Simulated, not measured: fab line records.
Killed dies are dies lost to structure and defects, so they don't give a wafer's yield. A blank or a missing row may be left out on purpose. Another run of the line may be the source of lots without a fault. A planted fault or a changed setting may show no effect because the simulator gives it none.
Chamber matching || flow gf180mcu || GF_CONTACT_CMP_27 on cmp-02 has 4 sister chambers
The step polishes, stops on SiO2, t overpolish 15 s, target thk 0 nm. 14 wafers are shown with their chamber, then 6 later ones without.

== WAFERS PAIRED WITH THEIR CHAMBERS ==
{"wafer": "L527.2", "chamber": 1, "time-to-endpoint-s (s)": 68, "motor-current-A (A)": 11.5, "overpolish-run-s (s)": 14.989}
{"wafer": "L527.3", "chamber": 2, "time-to-endpoint-s (s)": 71, "motor-current-A (A)": 12.3, "overpolish-run-s (s)": 14.992}
{"wafer": "L527.5", "chamber": 3, "time-to-endpoint-s (s)": 76, "motor-current-A (A)": 11.6, "overpolish-run-s (s)": 14.989}
{"wafer": "L528.1", "chamber": 3, "time-to-endpoint-s (s)": 76, "motor-current-A (A)": 11.7, "overpolish-run-s (s)": 15.000}
{"wafer": "L528.3", "chamber": 0, "time-to-endpoint-s (s)": 77, "motor-current-A (A)": 12.4, "overpolish-run-s (s)": 15.000}
{"wafer": "L528.6", "chamber": 1, "time-to-endpoint-s (s)": 70, "motor-current-A (A)": 11.8, "overpolish-run-s (s)": 15.005}
{"wafer": "L529.4", "chamber": 2, "time-to-endpoint-s (s)": 72, "motor-current-A (A)": 13.4, "overpolish-run-s (s)": 15.009}
{"wafer": "L529.5", "chamber": 0, "time-to-endpoint-s (s)": 76, "motor-current-A (A)": 12.4, "overpolish-run-s (s)": 15.003}
{"wafer": "L529.6", "chamber": 3, "time-to-endpoint-s (s)": 79, "motor-current-A (A)": 12.1, "overpolish-run-s (s)": 15.003}
{"wafer": "L530.1", "chamber": 3, "time-to-endpoint-s (s)": 78, "motor-current-A (A)": 11.8, "overpolish-run-s (s)": 15.000}
{"wafer": "L530.2", "chamber": 0, "time-to-endpoint-s (s)": 78, "motor-current-A (A)": 12.9, "overpolish-run-s (s)": 14.992}
{"wafer": "L530.6", "chamber": 2, "time-to-endpoint-s (s)": 77, "motor-current-A (A)": 12.4, "overpolish-run-s (s)": 15.012}
{"wafer": "L535.3", "chamber": 2, "time-to-endpoint-s (s)": 71, "motor-current-A (A)": 12.4, "overpolish-run-s (s)": 15.001}
{"wafer": "L535.4", "chamber": 0, "time-to-endpoint-s (s)": 78, "motor-current-A (A)": 12.7, "overpolish-run-s (s)": 14.997}

SIGNATURES, as means of the wafers listed above
{"reading": "time-to-endpoint-s", "chamber 0": 77.25, "chamber 1": 69.00, "chamber 2": 72.75, "chamber 3": 77.25, "scatter within a chamber": 1.9}
{"reading": "motor-current-A", "chamber 0": 12.600, "chamber 1": 11.650, "chamber 2": 12.625, "chamber 3": 11.800, "scatter within a chamber": 0.342}
{"reading": "overpolish-run-s", "chamber 0": 14.99800, "chamber 1": 14.99700, "chamber 2": 15.00350, "chamber 3": 14.99800, "scatter within a chamber": 0.00741}
Rule: for each reading, subtract the chamber's mean from the wafer's reading, divide by that reading's scatter and square the result; add these up over the readings and take the root, which gives the wafer's distance from the chamber. If the next closest chamber is less than 2 further off than the closest, the wafer can't be placed; otherwise it belongs to the closest. The scatter: take each reading less its chamber's mean, square it, sum over the shown wafers, divide by the number of wafers less the number of chambers, and take the root.

== WAFERS WHOSE CHAMBER IS MISSING ==
{"wafer": "L535.5", "time-to-endpoint-s (s)": 74, "motor-current-A (A)": 12.7, "overpolish-run-s (s)": 15.004}
{"wafer": "L537.1", "time-to-endpoint-s (s)": 71, "motor-current-A (A)": 12.3, "overpolish-run-s (s)": 14.989}
{"wafer": "L537.2", "time-to-endpoint-s (s)": 75, "motor-current-A (A)": 12.4, "overpolish-run-s (s)": 14.998}
{"wafer": "L537.4", "time-to-endpoint-s (s)": 70, "motor-current-A (A)": 11.2, "overpolish-run-s (s)": 15.004}
{"wafer": "L540.6", "time-to-endpoint-s (s)": 68, "motor-current-A (A)": 12.5, "overpolish-run-s (s)": 14.990}
{"wafer": "L541.6", "time-to-endpoint-s (s)": 71, "motor-current-A (A)": 12.7, "overpolish-run-s (s)": 15.024}

== CHAMBER TAKEN BY EACH ==
{"wafer": "L535.5", "from the rows above": "can't be placed: 2 or 0", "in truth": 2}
{"wafer": "L537.1", "from the rows above": "can't be placed: 2 or 1 or 0 or 3", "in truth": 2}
{"wafer": "L537.2", "from the rows above": "can't be placed: 0 or 2 or 3", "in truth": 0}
{"wafer": "L537.4", "from the rows above": 1, "in truth": 1}
{"wafer": "L540.6", "from the rows above": "can't be placed: 1 or 2", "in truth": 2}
{"wafer": "L541.6", "from the rows above": "can't be placed: 2 or 0 or 1", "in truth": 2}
Placed correctly: 1 of 6. These rows do not allow placing 5 (true chamber among the candidates in 5). Wrongly placed: 0.
